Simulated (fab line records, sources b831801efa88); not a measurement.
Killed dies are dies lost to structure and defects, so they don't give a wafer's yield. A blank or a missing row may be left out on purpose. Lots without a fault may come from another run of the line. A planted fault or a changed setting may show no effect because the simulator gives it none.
Which tool did it? | flow sky130 | 6 lots, 18 wafers sampled, at 1 step of a route of 708

WHAT THE GAUGES READ, wafer by wafer
SKY_VIA3_CD_MEAS_12: target cd 200 nm.
lot  | measured     | on        | cd_nm (nm)
L443 | day 40 05:37 | cd_sem-02 | 199.4 198.0 198.0
L445 | day 40 15:29 | cd_sem-01 | 199.0 198.9 197.9
L448 | day 41 22:01 | cd_sem-02 | 199.5 199.8 198.6
L454 | day 43 14:55 | cd_sem-01 | 200.2 200.0 200.1
L461 | day 45 18:22 | cd_sem-02 | 199.4 198.3 198.9
L464 | day 46 02:19 | cd_sem-01 | 199.9 200.1 199.0

WHICH TOOL RAN EACH LOT (tool, then ch and the chambers of the sampled wafers, then the start)
The record holds no process step before these readings.

THE ANSWER, worked out from the rows above alone
Rule: what is usual is taken from the lots themselves. Put in order of their means at a reading, lots are off if they are a third of the lots or fewer, leave a main group of 4 or more, and stand apart from it by a gap of 3 or more times the standard deviation of the main group's means; of several such gaps the widest counts. A main group whose means are all the same, to the digits that the tables above print for the reading, isn't used. A lot without any number at a reading at which 4 lots or more have one is off too. The other lots that the step has rows for count as sound.
No lot is off at any reading shown: from this, nothing can be told.

WHAT THE SIMULATOR HAD PUT IN
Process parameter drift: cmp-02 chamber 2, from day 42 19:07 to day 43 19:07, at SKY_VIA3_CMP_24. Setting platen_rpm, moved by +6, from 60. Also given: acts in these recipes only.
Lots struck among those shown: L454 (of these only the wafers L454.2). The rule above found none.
